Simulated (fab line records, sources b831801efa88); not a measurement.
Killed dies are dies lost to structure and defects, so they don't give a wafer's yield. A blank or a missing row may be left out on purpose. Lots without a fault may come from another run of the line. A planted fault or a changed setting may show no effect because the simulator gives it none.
fab line records | flow sky130
record lots=5 wafers=15 last_day=49
route steps=708 shown RES_PROTECT@214 POLY_GATE@217 LDD_N@237
lots that met no fault: from a run of the same line without faults
start_h: hours from the record's first day to the start of the lot's first wafer shown | wait_h: hours since the lot's step before | " the same as in the row above | L1.1+2: a row that stands for several wafers | - no value, or no start given | * or withheld: withheld | < > ~ a bound
route shown NAME@n: a module of which the file shows steps, and the number in the route of the first | usual: mean/standard deviation of fault-free wafers | same: alike in all rows | chamber/n: place in a boat | sites: the reading at each site | _std_site: their standard deviation | _edge_site: outer sites' mean less inner sites' | radius_mm: how far each site lies from the wafer's centre | mask NAME#n: copy n | behind: the tool/chamber that last shaped the wafer | hold: why the lot was held/for how many hours/how that ended | device: the transistor (n, p or np) that didn't switch | end of line: the same wafers' tests at the end of the route | a step without rows: its recipe alone | killed: dies lost to structure and defects at the first sort, not the wafer's yield | map: a wafer's dies, x killed, . not, _ none there
set.NAME: the setting as run; set.NAME@STEP: as run at that earlier step | model.NAME: the simulator's own value behind a step, which no gauge read
lots at some steps of the route; a table a step, a row a wafer
services: from which hour (start_h, from the record's first day; less than 0 if before it) a tool's chamber was out of use, for how many hours, and why
## steps
# step SKY_RES_PROTECT_STRIP_07
# recipe chemistry=O2/N2 power_w=1400 pressure_mtorr=1500 platen_temp_c=withheld o2_flow_sccm=3000 n2_flow_sccm=300 overash_fraction=0.5
# usual drypump_motor_current_A=5.4/0.55 oes_product_au=0.517/0.0046 strip_time_to_endpoint_s=23.28/0.039
# columns lot.wafer tool chamber start_h wait_h drypump_motor_current_A oes_product_au rf_hours_counter_h strip_time_to_endpoint_s
L075.4 plasma_asher-02 0 354.50 0.1 4.8 0.519 - 23.28
L075.5 " 0 " " 4.8 0.514 - 23.27
L075.6 " 1 " " 5.0 0.520 - 23.30
L081.1 plasma_asher-01 1 396.97 0.1 6.0 0.521 72 23.22
L081.2 " 0 " " 6.2 0.512 72 23.27
L081.6 " 0 " " 6.2 0.513 - 23.25
L083.3 plasma_asher-01 1 417.51 0.1 6.0 0.517 - 23.33
L083.4 " 0 " " 6.2 0.520 - 23.24
L083.5 " 1 " " 6.0 0.524 - 23.34
L087.2 plasma_asher-03 1 459.32 0.1 5.3 0.526 3 23.23
L087.4 " 1 " " 5.3 0.519 - 23.24
L087.6 " 0 " " 5.1 0.518 - 23.28
L090.1 plasma_asher-02 0 475.37 0.1 4.8 0.517 67 23.27
L090.2 " 1 " " 5.0 0.517 67 23.34
L090.3 " 1 " " 5.0 0.524 - 23.29
# step SKY_RES_PROTECT_TW_MEAS_08
# usual POLY_GATE_TW=4071/47
# columns lot.wafer tool chamber start_h wait_h POLY_GATE_TW
L075.4 film_metro-01 - 354.60 0.1 4111
L075.5 " - " " 4130
L075.6 " - " " 4122
L081.1 film_metro-01 - 397.07 0.1 4099
L081.2 " - " " 4088
L081.6 " - " " 4098
L083.3 film_metro-01 - 417.60 0.1 4108
L083.4 " - " " 4091
L083.5 " - " " 4122
L087.2 film_metro-01 - 459.43 0.1 4086
L087.4 " - " " 4107
L087.6 " - " " 4073
L090.1 film_metro-01 - 475.47 0.1 4060
L090.2 " - " " 4092
L090.3 " - " " 4083
# step SKY_RES_PROTECT_CLEAN_09
# recipe chemistry=SC1/SC2 mix=1:4:20 temp_c=70 time_s=150 dry=n2_spin
# columns lot.wafer tool chamber start_h wait_h
L075.4+5+6 wet_bench-04 0 354.63 0.0
L081.1+2+6 wet_bench-01 0 397.13 0.1
L083.3+4+5 wet_bench-02 3 417.64 0.0
L087.2+4+6 wet_bench-04 3 459.48 0.0
L090.1+2+3 wet_bench-02 2 475.53 0.1
# step SKY_POLY_GATE_CVD_03
# recipe material=Si3N4 precursor=DCS/NH3 target_thk_nm=75 temp_c=770 time_s=1290 pressure_mtorr=250
# usual spike_tc_bottom_C=790.5/1.8 spike_tc_top_C=781.2/1 spike_tc_upper_C=770.7/0.86 zone_power_centre_pct=14.7/0.98
# columns lot.wafer tool chamber start_h wait_h spike_tc_bottom_C spike_tc_top_C spike_tc_upper_C zone_power_centre_pct
L075.4 lpcvd-02 0 355.33 0.7 790.5 781.7 771.0 15.6
L075.5 " 0 " " 791.5 781.9 770.4 15.8
L075.6 " 0 " " 788.6 779.1 771.8 15.7
L081.1 lpcvd-02 0 397.18 0.0 789.7 782.2 770.9 15.5
L081.2 " 0 " " 789.7 780.7 770.5 15.2
L081.6 " 0 " " 789.1 781.8 769.8 15.3
L083.3 lpcvd-02 0 417.69 0.0 789.6 780.3 771.0 15.5
L083.4 " 0 " " 789.9 781.5 771.2 15.4
L083.5 " 0 " " 789.4 780.3 770.1 15.8
L087.2 lpcvd-02 1 460.02 0.5 792.1 779.6 769.6 14.0
L087.4 " 1 " " 792.8 779.3 770.7 13.5
L087.6 " 1 " " 792.3 780.3 771.0 13.6
L090.1 lpcvd-02 0 476.22 0.6 790.3 778.9 770.7 15.5
L090.2 " 0 " " 787.8 780.4 770.6 15.7
L090.3 " 0 " " 789.3 780.5 771.4 15.5
# step SKY_POLY_GATE_THK_MEAS_04
# recipe reads=Si3N4_of_POLY_GATE_CVD_03
# usual POLY_GATE_CVD_03_THK=75.1/0.53
# columns lot.wafer tool chamber start_h wait_h POLY_GATE_CVD_03_THK[nm]
L075.4 film_metro-01 - 356.72 0.0 75.0
L075.5 " - " " 75.4
L075.6 " - " " 74.9
L081.1 film_metro-03 - 398.53 0.0 74.8
L081.2 " - " " 75.5
L081.6 " - " " 74.9
L083.3 film_metro-04 - 419.07 0.0 75.4
L083.4 " - " " 75.1
L083.5 " - " " 74.9
L087.2 film_metro-04 - 461.38 0.0 75.1
L087.4 " - " " 75.7
L087.6 " - " " 75.6
L090.1 film_metro-03 - 479.28 0.0 74.8
L090.2 " - " " 74.6
L090.3 " - " " 74.1
# step SKY_POLY_GATE_DEHYDRATE_05
# recipe temp_c=200 time_s=60
# columns lot.wafer tool chamber start_h wait_h
L075.4+5+6 litho_track-03 0 370.14 13.4
L081.1+2+6 litho_track-04 0 411.73 13.2
L083.3+4+5 litho_track-03 0 433.82 14.7
L087.2+4+6 litho_track-01 0 475.53 14.1
L090.1+2+3 litho_track-01 0 494.40 15.1
# step SKY_POLY_GATE_HMDS_06
# recipe prime_time_s=60 prime_temp_c=120
# columns lot.wafer tool chamber start_h wait_h
L075.4+5+6 litho_track-03 0 370.29 0.1
L081.1+2+6 litho_track-04 0 411.88 0.1
L083.3+4+5 litho_track-03 0 433.97 0.1
L087.2+4+6 litho_track-01 0 475.68 0.1
L090.1+2+3 litho_track-01 0 494.55 0.1
# step SKY_POLY_GATE_COAT_07
# recipe resist=BARC temp_c=withheld time_s=withheld spin_rpm=3000 resist_thk_nm=110
# columns lot.wafer tool chamber start_h wait_h
L075.4+5+6 litho_track-03 0 370.44 0.1
L081.1+2+6 litho_track-04 0 412.03 0.1
L083.3+4+5 litho_track-03 0 434.12 0.1
L087.2+4+6 litho_track-01 0 475.83 0.1
L090.1+2+3 litho_track-01 0 494.70 0.1
# step SKY_POLY_GATE_COAT_08
# recipe resist=KrF-thick spin_rpm=3000 resist_thk_nm=450
# columns lot.wafer tool chamber start_h wait_h
L075.4+5+6 litho_track-03 0 - -
L081.1+2+6 litho_track-04 0 - -
L083.3+4+5 litho_track-03 0 - -
L087.2+4+6 litho_track-01 0 - -
L090.1+2+3 litho_track-01 0 - -
# step SKY_POLY_GATE_SOFTBAKE_09
# recipe temp_c=101.2 time_s=90 resist=KrF-thick
# columns lot.wafer tool chamber start_h wait_h
L075.4+5+6 litho_track-03 0 - -
L081.1+2+6 litho_track-04 0 - -
L083.3+4+5 litho_track-03 0 - -
L087.2+4+6 litho_track-01 0 - -
L090.1+2+3 litho_track-01 0 - -
# step SKY_POLY_GATE_EXPOSE_10
# recipe mask_id=P1M na=0.68 source_shape=conventional sigma_outer=0.6 target_cd_nm=150 dose_mj=28
# usual exposure_dose_mJ_cm2=27.967/0.024
# columns lot.wafer tool chamber start_h wait_h mask exposure_dose_mJ_cm2
L075.4 krf_scanner-02 0 - - P1M#0 27.975
L075.5 " 0 " " P1M#0 27.936
L075.6 " 0 " " P1M#0 27.984
L081.1 krf_scanner-02 0 - - P1M#0 27.950
L081.2 " 0 " " P1M#0 27.923
L081.6 " 0 " " P1M#0 27.961
L083.3 krf_scanner-01 0 - - P1M#0 27.987
L083.4 " 0 " " P1M#0 27.959
L083.5 " 0 " " P1M#0 27.979
L087.2 krf_scanner-01 0 - - P1M#0 27.972
L087.4 " 0 " " P1M#0 27.996
L087.6 " 0 " " P1M#0 27.986
L090.1 krf_scanner-01 0 - - P1M#0 27.929
L090.2 " 0 " " P1M#0 27.927
L090.3 " 0 " " P1M#0 27.940
# step SKY_POLY_GATE_PEB_11
# recipe peb_temp_c=withheld peb_time_s=withheld resist=KrF-thick
# columns lot.wafer tool chamber start_h wait_h
L075.4+5+6 litho_track-01 0 - -
L081.1+2+6 litho_track-01 0 - -
L083.3+4+5 litho_track-01 0 - -
L087.2+4+6 litho_track-04 0 - -
L090.1+2+3 litho_track-04 0 - -
# step SKY_POLY_GATE_DEVELOP_12
# recipe develop_time_s=58.71 resist=KrF-thick dev_temp_c=21
# same develop_time_s=58.71
# columns lot.wafer tool chamber start_h wait_h
L075.4+5+6 litho_track-01 0 - -
L081.1+2+6 litho_track-01 0 - -
L083.3+4+5 litho_track-01 0 - -
L087.2+4+6 litho_track-04 0 - -
L090.1+2+3 litho_track-04 0 - -
# step SKY_POLY_GATE_CD_MEAS_13
# recipe target_cd_nm=150
# usual cd_nm=149.9/1.2
# columns lot.wafer tool chamber start_h wait_h cd_nm
L075.4 cd_sem-02 - 384.21 - 151.0
L075.5 " - " " 150.6
L075.6 " - " " 150.6
L081.1 cd_sem-02 - 428.10 - 148.4
L081.2 " - " " 147.3
L081.6 " - " " 148.7
L083.3 cd_sem-02 - 449.94 - 150.6
L083.4 " - " " 151.3
L083.5 " - " " 150.7
L087.2 cd_sem-01 - 492.65 - 150.8
L087.4 " - " " 150.8
L087.6 " - " " 150.9
L090.1 cd_sem-01 - 510.03 - 149.3
L090.2 " - " " 147.7
L090.3 " - " " 148.2
# step SKY_POLY_GATE_OVL_MEAS_14
# usual POLY_GATE_OVL=-3/6.4
# columns lot.wafer tool chamber start_h wait_h POLY_GATE_OVL[nm]
L075.4 overlay-02 - 384.29 0.1 0
L075.5 " - " " -1
L075.6 " - " " 0
L081.1 overlay-01 - 428.22 0.1 -14
L081.2 " - " " -10
L081.6 " - " " -8
L083.3 overlay-02 - 450.04 0.1 -3
L083.4 " - " " 1
L083.5 " - " " 5
L087.2 overlay-01 - 492.75 0.1 -1
L087.4 " - " " -1
L087.6 " - " " -6
L090.1 overlay-01 - 510.15 0.1 8
L090.2 " - " " 8
L090.3 " - " " 5
# step SKY_POLY_GATE_ETCH_15
# recipe chemistry=N2/H2 target=BARC ion_energy_ev=200 source_w=500 bias_w=100 pressure_mtorr=30 n2_flow_sccm=100 h2_flow_sccm=200 stop_on=SiO2 time_s=118.5 target_depth_a=1100
# usual drypump_motor_current_A=5.8/0.55 oes_product_au=0.716/0.0043 throttle_valve_pct=13.213/0.0094
# columns lot.wafer tool chamber start_h wait_h drypump_motor_current_A oes_product_au rf_hours_counter_h throttle_valve_pct
L075.4 rie_diel-02 0 384.31 0.0 5.9 0.713 82 13.202
L075.5 " 2 " " 6.3 0.717 - 13.209
L075.6 " 3 " " 6.2 0.720 - 13.222
L081.1 rie_diel-04 1 428.26 0.0 6.4 0.712 74 13.212
L081.2 " 2 " " 6.3 0.711 62 13.203
L081.6 " 0 " " 5.4 0.722 - 13.212
L083.3 rie_diel-04 3 450.06 0.0 6.1 0.710 15 13.215
L083.4 " 1 " " 6.4 0.719 - 13.217
L083.5 " 3 " " 6.1 0.718 - 13.201
L087.2 rie_diel-02 0 492.78 0.0 5.9 0.711 84 13.220
L087.4 " 2 " " 6.3 0.721 72 13.214
L087.6 " 1 " " 6.0 0.719 - 13.213
L090.1 rie_diel-04 0 510.18 0.0 5.4 0.721 3 13.220
L090.2 " 1 " " 6.4 0.712 76 13.215
L090.3 " 2 " " 6.3 0.721 63 13.205
# step SKY_POLY_GATE_ETCH_16
# recipe stop_on=poly-Si chemistry=CH3F/O2 target=Si3N4 source_w=400 bias_w=80 pressure_mtorr=25 ch3f_flow_sccm=40 O2_flow_sccm=30 time_s=147.5 target_depth_a=750
# usual drypump_motor_current_A=5.8/0.55 oes_product_au=0.641/0.0047 throttle_valve_pct=10.535/0.0095
# columns lot.wafer tool chamber start_h wait_h drypump_motor_current_A oes_product_au rf_hours_counter_h throttle_valve_pct
L075.4 rie_diel-02 0 384.39 0.0 5.9 0.640 82 10.537
L075.5 " 2 " " 6.3 0.640 - 10.533
L075.6 " 3 " " 6.2 0.640 - 10.559
L081.1 rie_diel-04 1 428.34 0.0 6.4 0.638 74 10.555
L081.2 " 2 " " 6.3 0.648 62 10.530
L081.6 " 0 " " 5.5 0.642 - 10.533
L083.3 rie_diel-04 3 450.14 0.0 6.1 0.646 15 10.529
L083.4 " 1 " " 6.4 0.644 - 10.522
L083.5 " 3 " " 6.1 0.643 - 10.519
L087.2 rie_diel-02 0 492.87 0.0 5.8 0.636 84 10.524
L087.4 " 2 " " 6.3 0.640 73 10.530
L087.6 " 1 " " 6.0 0.639 - 10.545
L090.1 rie_diel-04 0 510.27 0.0 5.4 0.641 3 10.531
L090.2 " 1 " " 6.4 0.643 76 10.511
L090.3 " 2 " " 6.3 0.643 63 10.546
# step SKY_POLY_GATE_ETCH_17
# recipe target_depth_nm=180 stop_on=SiO2 over_etch_frac=0.56667 chemistry=HBr/Cl2 target=poly-Si icp_w=400 bias_w=100 pressure_mtorr=10 HBr_flow_sccm=150 Cl2_flow_sccm=50 time_s=70.5
# usual drypump_motor_current_A=5.72/0.18 oes_product_au=0.985/0.0091 throttle_valve_pct=33.686/0.0089
# columns lot.wafer tool chamber start_h wait_h drypump_motor_current_A oes_product_au rf_hours_counter_h throttle_valve_pct
L075.4 rie_si-02 3 384.49 0.0 5.67 0.985 4 33.665
L075.5 " 3 " " 5.67 0.975 - 33.672
L075.6 " 0 " " 5.44 1.003 - 33.679
L081.1 rie_si-02 0 428.44 0.0 5.50 0.978 64 33.677
L081.2 " 2 " " 5.57 0.978 45 33.689
L081.6 " 2 " " 5.54 0.976 - 33.688
L083.3 rie_si-02 1 450.24 0.0 5.95 0.974 3 33.690
L083.4 " 2 " " 5.53 0.975 45 33.674
L083.5 " 0 " " 5.45 0.984 - 33.691
L087.2 rie_si-01 2 492.97 0.0 5.70 0.964 1 33.697
L087.4 " 2 " " 5.67 0.979 - 33.695
L087.6 " 3 " " 6.02 0.981 - 33.695
L090.1 rie_si-01 3 510.37 0.0 6.01 0.969 2 33.699
L090.2 " 1 " " 5.66 0.971 0 33.674
L090.3 " 0 " " 5.70 0.981 29 33.679
# step SKY_POLY_GATE_STRIP_18
# recipe chemistry=O2/N2 power_w=1400 pressure_mtorr=1500 platen_temp_c=withheld o2_flow_sccm=3000 n2_flow_sccm=300 overash_fraction=0.5
# usual drypump_motor_current_A=5.3/0.48 oes_product_au=0.360/0.0051 strip_time_to_endpoint_s=3.15/0.042
# columns lot.wafer tool chamber start_h wait_h drypump_motor_current_A oes_product_au rf_hours_counter_h strip_time_to_endpoint_s
L075.4 plasma_asher-04 1 384.58 0.1 4.9 0.355 - 3.14
L075.5 " 0 " " 5.5 0.350 - 3.12
L075.6 " 1 " " 5.0 0.359 - 3.09
L081.1 plasma_asher-04 0 428.50 0.0 5.4 0.351 30 3.13
L081.2 " 1 " " 4.9 0.351 30 3.11
L081.6 " 1 " " 4.9 0.361 - 3.16
L083.3 plasma_asher-01 1 450.33 0.1 6.0 0.363 - 3.22
L083.4 " 0 " " 6.2 0.367 - 3.16
L083.5 " 1 " " 6.0 0.354 - 3.20
L087.2 plasma_asher-02 1 493.02 0.0 5.0 0.350 69 3.16
L087.4 " 1 " " 5.0 0.363 - 3.10
L087.6 " 1 " " 5.0 0.356 - 3.11
L090.1 plasma_asher-02 1 510.42 0.0 5.0 0.362 71 3.22
L090.2 " 0 " " 4.8 0.364 71 3.24
L090.3 " 0 " " 4.8 0.359 - 3.13
# step SKY_POLY_GATE_CLEAN_19
# recipe chemistry=SC1/SC2 mix=1:4:20 temp_c=70 time_s=150 dry=n2_spin
# columns lot.wafer tool chamber start_h wait_h
L075.4+5+6 wet_bench-04 3 384.65 0.0
L081.1+2+6 wet_bench-01 1 428.60 0.1
L083.3+4+5 wet_bench-04 2 450.40 0.0
L087.2+4+6 wet_bench-01 0 493.12 0.1
L090.1+2+3 wet_bench-03 3 510.52 0.1
# step SKY_POLY_GATE_OXIDATION_20
# recipe temp_c=850 ambient=O2 stabilise_s=600 purge_s=300 target_thk_a=40 ox_time_s=899
# usual spike_tc_bottom_C=869.3/1.1 spike_tc_top_C=858/3.3 spike_tc_upper_C=849.5/1.1 zone_power_centre_pct=16.7/1.1
# columns lot.wafer tool chamber start_h wait_h spike_tc_bottom_C spike_tc_top_C spike_tc_upper_C zone_power_centre_pct
L075.4 furnace-02 0 386.89 2.1 869.8 858 850.5 17.7
L075.5 " 0 " " 869.7 856 849.9 17.3
L075.6 " 0 " " 869.5 856 848.5 17.8
L081.1 furnace-01 0 429.03 0.4 869.4 861 849.3 15.4
L081.2 " 0 " " 870.0 864 848.3 15.4
L081.6 " 0 " " 870.1 863 849.1 15.4
L083.3 furnace-01 0 450.76 0.3 868.8 861 851.4 15.7
L083.4 " 0 " " 867.2 863 849.2 15.3
L083.5 " 0 " " 869.5 863 848.3 15.4
L087.2 furnace-02 0 494.01 0.8 869.0 856 850.8 17.8
L087.4 " 0 " " 868.6 856 850.4 17.7
L087.6 " 0 " " 867.0 853 849.1 16.9
L090.1 furnace-02 0 510.58 0.0 868.1 854 850.3 17.6
L090.2 " 0 " " 868.4 856 852.0 17.4
L090.3 " 0 " " 868.8 855 847.7 17.5
# step SKY_POLY_GATE_THK_MEAS_21
# recipe reads=SiO2_of_POLY_GATE_OXIDATION_20
# usual POLY_GATE_OXIDATION_THK=4.03/0.061
# columns lot.wafer tool chamber start_h wait_h POLY_GATE_OXIDATION_THK[nm]
L075.4 film_metro-01 - 388.17 0.0 4.03
L075.5 " - " " 3.94
L075.6 " - " " 3.94
L081.1 film_metro-01 - 430.28 0.0 4.01
L081.2 " - " " 3.91
L081.6 " - " " 4.04
L083.3 film_metro-04 - 452.02 0.0 4.05
L083.4 " - " " 3.94
L083.5 " - " " 4.14
L087.2 film_metro-04 - 495.27 0.0 4.00
L087.4 " - " " 4.07
L087.6 " - " " 4.02
L090.1 film_metro-04 - 511.83 0.0 4.06
L090.2 " - " " 4.04
L090.3 " - " " 4.00
# step SKY_POLY_GATE_CD_MEAS_22
# usual cd_nm=149.7/2.2
# columns lot.wafer tool chamber start_h wait_h cd_nm
L075.4 cd_sem-01 - 388.29 0.1 151.7
L075.5 " - " " 151.2
L075.6 " - " " 154.6
L081.1 cd_sem-02 - 430.34 0.1 146.5
L081.2 " - " " 150.0
L081.6 " - " " 147.9
L083.3 cd_sem-01 - 452.12 0.1 149.2
L083.4 " - " " 148.4
L083.5 " - " " 151.2
L087.2 cd_sem-02 - 495.34 0.1 150.2
L087.4 " - " " 148.6
L087.6 " - " " 153.1
L090.1 cd_sem-01 - 511.89 0.1 150.3
L090.2 " - " " 146.1
L090.3 " - " " 152.4
# step SKY_LDD_N_DEHYDRATE_00
# recipe temp_c=200 time_s=60
# columns lot.wafer tool chamber start_h wait_h
L075.4+5+6 litho_track-02 0 402.64 14.3
L081.1+2+6 litho_track-02 0 444.37 14.0
L083.3+4+5 litho_track-03 0 467.77 15.6
L087.2+4+6 litho_track-03 0 509.74 14.4
L090.1+2+3 litho_track-02 0 527.37 15.5
# step SKY_LDD_N_HMDS_01
# recipe prime_time_s=60 prime_temp_c=120
# columns lot.wafer tool chamber start_h wait_h
L075.4+5+6 litho_track-02 0 402.79 0.1
L081.1+2+6 litho_track-02 0 444.52 0.1
L083.3+4+5 litho_track-03 0 467.92 0.1
L087.2+4+6 litho_track-03 0 509.89 0.1
L090.1+2+3 litho_track-02 0 527.52 0.1
# step SKY_LDD_N_COAT_02
# recipe resist=NOVOLAK spin_rpm=3000 resist_thk_nm=300
# columns lot.wafer tool chamber start_h wait_h
L075.4+5+6 litho_track-02 0 402.94 0.1
L081.1+2+6 litho_track-02 0 444.67 0.1
L083.3+4+5 litho_track-03 0 468.07 0.1
L087.2+4+6 litho_track-03 0 510.04 0.1
L090.1+2+3 litho_track-02 0 527.67 0.1
# step SKY_LDD_N_SOFTBAKE_03
# recipe temp_c=90 time_s=60 resist=NOVOLAK
# columns lot.wafer tool chamber start_h wait_h
L075.4+5+6 litho_track-02 0 403.09 0.1
L081.1+2+6 litho_track-02 0 444.82 0.1
L083.3+4+5 litho_track-03 0 468.22 0.1
L087.2+4+6 litho_track-03 0 510.19 0.1
L090.1+2+3 litho_track-02 0 527.82 0.1
# step SKY_LDD_N_EXPOSE_04
# recipe mask_id=NTM target_cd_nm=840 na=0.6 source_shape=conventional sigma_outer=0.6 dose_mj=110
# usual exposure_dose_mJ_cm2=110.03/0.12
# columns lot.wafer tool chamber start_h wait_h mask exposure_dose_mJ_cm2
L075.4 iline_stepper-01 0 - - NTM#0 109.96
L075.5 " 0 " " NTM#0 109.88
L075.6 " 0 " " NTM#0 109.82
L081.1 iline_stepper-01 0 - - NTM#0 109.94
L081.2 " 0 " " NTM#0 109.92
L081.6 " 0 " " NTM#0 110.09
L083.3 iline_stepper-02 0 - - NTM#0 109.96
L083.4 " 0 " " NTM#0 110.01
L083.5 " 0 " " NTM#0 109.97
L087.2 iline_stepper-02 0 - - NTM#0 110.17
L087.4 " 0 " " NTM#0 110.06
L087.6 " 0 " " NTM#0 110.09
L090.1 iline_stepper-01 0 - - NTM#0 110.18
L090.2 " 0 " " NTM#0 110.22
L090.3 " 0 " " NTM#0 110.22
# step SKY_LDD_N_PEB_05
# recipe temp_c=withheld time_s=* resist=NOVOLAK
# columns lot.wafer tool chamber start_h wait_h
L075.4+5+6 litho_track-03 0 - -
L081.1+2+6 litho_track-03 0 - -
L083.3+4+5 litho_track-02 0 - -
L087.2+4+6 litho_track-01 0 - -
L090.1+2+3 litho_track-03 0 - -
# step SKY_LDD_N_DEVELOP_06
# recipe develop_time_s=60 dev_temp_c=23
# same develop_time_s=60
# columns lot.wafer tool chamber start_h wait_h
L075.4+5+6 litho_track-03 0 418.24 0.1
L081.1+2+6 litho_track-03 0 461.32 0.1
L083.3+4+5 litho_track-02 0 482.57 0.1
L087.2+4+6 litho_track-01 0 526.18 0.1
L090.1+2+3 litho_track-03 0 542.67 0.1
# step SKY_LDD_N_OVL_MEAS_07
# usual LDD_N_OVL=0.0/1.4
# columns lot.wafer tool chamber start_h wait_h LDD_N_OVL[nm]
L075.4 overlay-02 - 418.34 0.1 -2.7
L075.5 " - " " -0.7
L075.6 " - " " -1.6
L081.1 overlay-02 - 461.47 0.1 -0.2
L081.2 " - " " 0.8
L081.6 " - " " 0.8
L083.3 overlay-01 - 482.68 0.1 -0.8
L083.4 " - " " -0.5
L083.5 " - " " -0.8
L087.2 overlay-02 - 526.31 0.1 -1.4
L087.4 " - " " -1.0
L087.6 " - " " -0.2
L090.1 overlay-02 - 542.82 0.1 1.0
L090.2 " - " " 1.8
L090.3 " - " " 1.2
# step SKY_LDD_N_IMPLANT_08
# recipe species=As energy_kev=20 dose_cm2=7.5e+13 tilt_deg=withheld rotation_deg=23
# usual beam_energy_keV=20.000/0.0059
# columns lot.wafer tool chamber start_h wait_h beam_energy_keV
L075.4 implanter-04 0 418.43 0.1 20.003
L075.5 " 0 " " 19.999
L075.6 " 0 " " 19.993
L081.1 implanter-02 0 461.50 0.0 19.993
L081.2 " 0 " " 19.997
L081.6 " 0 " " 19.994
L083.3 implanter-03 0 482.75 0.1 19.998
L083.4 " 0 " " 19.999
L083.5 " 0 " " 19.996
L087.2 implanter-03 0 526.36 0.0 20.001
L087.4 " 0 " " 20.000
L087.6 " 0 " " 19.986
L090.1 implanter-02 0 542.85 0.0 20.006
L090.2 " 0 " " 20.008
L090.3 " 0 " " 20.013
# step SKY_LDD_N_IMPLANT_09
# recipe species=As energy_kev=20 dose_cm2=7.5e+13 tilt_deg=withheld rotation_deg=113
# usual beam_energy_keV=20.000/0.0058
# columns lot.wafer tool chamber start_h wait_h beam_energy_keV
L075.4 implanter-04 0 418.58 0.1 20.000
L075.5 " 0 " " 20.009
L075.6 " 0 " " 20.006
L081.1 implanter-02 0 461.65 0.1 20.005
L081.2 " 0 " " 19.993
L081.6 " 0 " " 19.996
L083.3 implanter-03 0 482.90 0.1 20.006
L083.4 " 0 " " 20.015
L083.5 " 0 " " 20.007
L087.2 implanter-03 0 526.51 0.1 20.000
L087.4 " 0 " " 20.007
L087.6 " 0 " " 20.009
L090.1 implanter-02 0 543.00 0.1 19.999
L090.2 " 0 " " 19.998
L090.3 " 0 " " 19.998
# step SKY_LDD_N_IMPLANT_10
# recipe species=As energy_kev=20 dose_cm2=7.5e+13 tilt_deg=withheld rotation_deg=203
# usual beam_energy_keV=20.000/0.0055
# columns lot.wafer tool chamber start_h wait_h beam_energy_keV
L075.4 implanter-04 0 418.73 0.1 19.999
L075.5 " 0 " " 20.002
L075.6 " 0 " " 20.000
L081.1 implanter-02 0 461.80 0.1 19.998
L081.2 " 0 " " 20.000
L081.6 " 0 " " 19.992
L083.3 implanter-03 0 483.05 0.1 20.006
L083.4 " 0 " " 20.002
L083.5 " 0 " " 20.018
L087.2 implanter-03 0 526.66 0.1 20.004
L087.4 " 0 " " 19.993
L087.6 " 0 " " 19.998
L090.1 implanter-02 0 543.15 0.1 19.999
L090.2 " 0 " " 19.997
L090.3 " 0 " " 19.997
# step SKY_LDD_N_IMPLANT_11
# recipe species=As energy_kev=20 dose_cm2=7.5e+13 tilt_deg=withheld rotation_deg=293
# usual beam_energy_keV=20.001/0.0057
# columns lot.wafer tool chamber start_h wait_h beam_energy_keV
L075.4 implanter-04 0 418.88 0.1 20.006
L075.5 " 0 " " 20.013
L075.6 " 0 " " 20.007
L081.1 implanter-02 0 461.95 0.1 20.000
L081.2 " 0 " " 20.003
L081.6 " 0 " " 20.004
L083.3 implanter-03 0 483.20 0.1 20.007
L083.4 " 0 " " 19.993
L083.5 " 0 " " 19.991
L087.2 implanter-03 0 526.81 0.1 20.003
L087.4 " 0 " " 20.000
L087.6 " 0 " " 19.997
L090.1 implanter-02 0 543.30 0.1 19.991
L090.2 " 0 " " 19.994
L090.3 " 0 " " 20.001
# step SKY_LDD_N_IMPLANT_12
# recipe species=BF2 energy_kev=50 dose_cm2=5e+12 tilt_deg=30 rotation_deg=0
# usual beam_energy_keV=49.997/0.015
# columns lot.wafer tool chamber start_h wait_h beam_energy_keV
L075.4 implanter-04 0 419.03 0.1 49.989
L075.5 " 0 " " 49.992
L075.6 " 0 " " 49.965
L081.1 implanter-02 0 462.10 0.1 49.985
L081.2 " 0 " " 50.001
L081.6 " 0 " " 50.013
L083.3 implanter-03 0 483.35 0.1 50.001
L083.4 " 0 " " 50.022
L083.5 " 0 " " 50.001
L087.2 implanter-03 0 526.96 0.1 50.020
L087.4 " 0 " " 50.013
L087.6 " 0 " " 50.005
L090.1 implanter-02 0 543.45 0.1 50.006
L090.2 " 0 " " 50.005
L090.3 " 0 " " 49.981
# step SKY_LDD_N_IMPLANT_13
# recipe species=BF2 energy_kev=50 dose_cm2=5e+12 tilt_deg=30 rotation_deg=90
# usual beam_energy_keV=50.003/0.015
# columns lot.wafer tool chamber start_h wait_h beam_energy_keV
L075.4 implanter-04 0 419.18 0.1 50.008
L075.5 " 0 " " 50.012
L075.6 " 0 " " 50.026
L081.1 implanter-02 0 462.25 0.1 50.026
L081.2 " 0 " " 50.006
L081.6 " 0 " " 50.023
L083.3 implanter-03 0 483.50 0.1 49.990
L083.4 " 0 " " 49.978
L083.5 " 0 " " 49.987
L087.2 implanter-03 0 527.11 0.1 50.000
L087.4 " 0 " " 50.017
L087.6 " 0 " " 50.005
L090.1 implanter-02 0 543.60 0.1 50.022
L090.2 " 0 " " 50.023
L090.3 " 0 " " 50.020
# step SKY_LDD_N_IMPLANT_14
# recipe species=BF2 energy_kev=50 dose_cm2=5e+12 tilt_deg=30 rotation_deg=180
# usual beam_energy_keV=50.004/0.015
# columns lot.wafer tool chamber start_h wait_h beam_energy_keV
L075.4 implanter-04 0 419.33 0.1 50.029
L075.5 " 0 " " 50.011
L075.6 " 0 " " 50.004
L081.1 implanter-02 0 462.40 0.1 50.000
L081.2 " 0 " " 50.005
L081.6 " 0 " " 49.994
L083.3 implanter-03 0 483.65 0.1 50.009
L083.4 " 0 " " 50.004
L083.5 " 0 " " 50.015
L087.2 implanter-03 0 527.26 0.1 49.993
L087.4 " 0 " " 49.998
L087.6 " 0 " " 50.005
L090.1 implanter-02 0 543.75 0.1 49.988
L090.2 " 0 " " 50.007
L090.3 " 0 " " 50.000
## services
# columns tool chamber start_h hours kind
krf_scanner-01 - 334.44 1.0 pm
plasma_asher-02 - 334.47 5.1 repair
rie_si-02 3 334.75 9.5 repair
krf_scanner-01 - 366.28 1.3 pm
wet_bench-04 - 374.74 1.4 repair
rie_diel-04 1 376.00 3.0 repair
implanter-04 - 378.95 4.4 pm
implanter-04 - 389.67 2.3 repair
implanter-04 - 411.34 1.2 repair
implanter-03 - 412.22 4.0 repair
rie_diel-02 - 422.26 2.8 pm
rie_si-02 3 423.49 5.8 repair
rie_diel-02 - 430.24 1.0 repair
krf_scanner-01 - 435.45 0.8 pm
rie_si-02 1 437.76 1.9 repair
rie_diel-04 0 444.45 10.4 repair
rie_diel-04 2 460.72 3.5 repair
iline_stepper-01 - 467.53 9.9 repair
rie_diel-02 1 488.03 4.1 repair
implanter-04 - 497.57 2.1 repair
implanter-02 - 499.64 2.7 repair
implanter-02 - 523.09 0.7 repair
implanter-04 - 531.44 1.1 repair
rie_diel-04 - 535.27 14.6 pm
## key
fault none
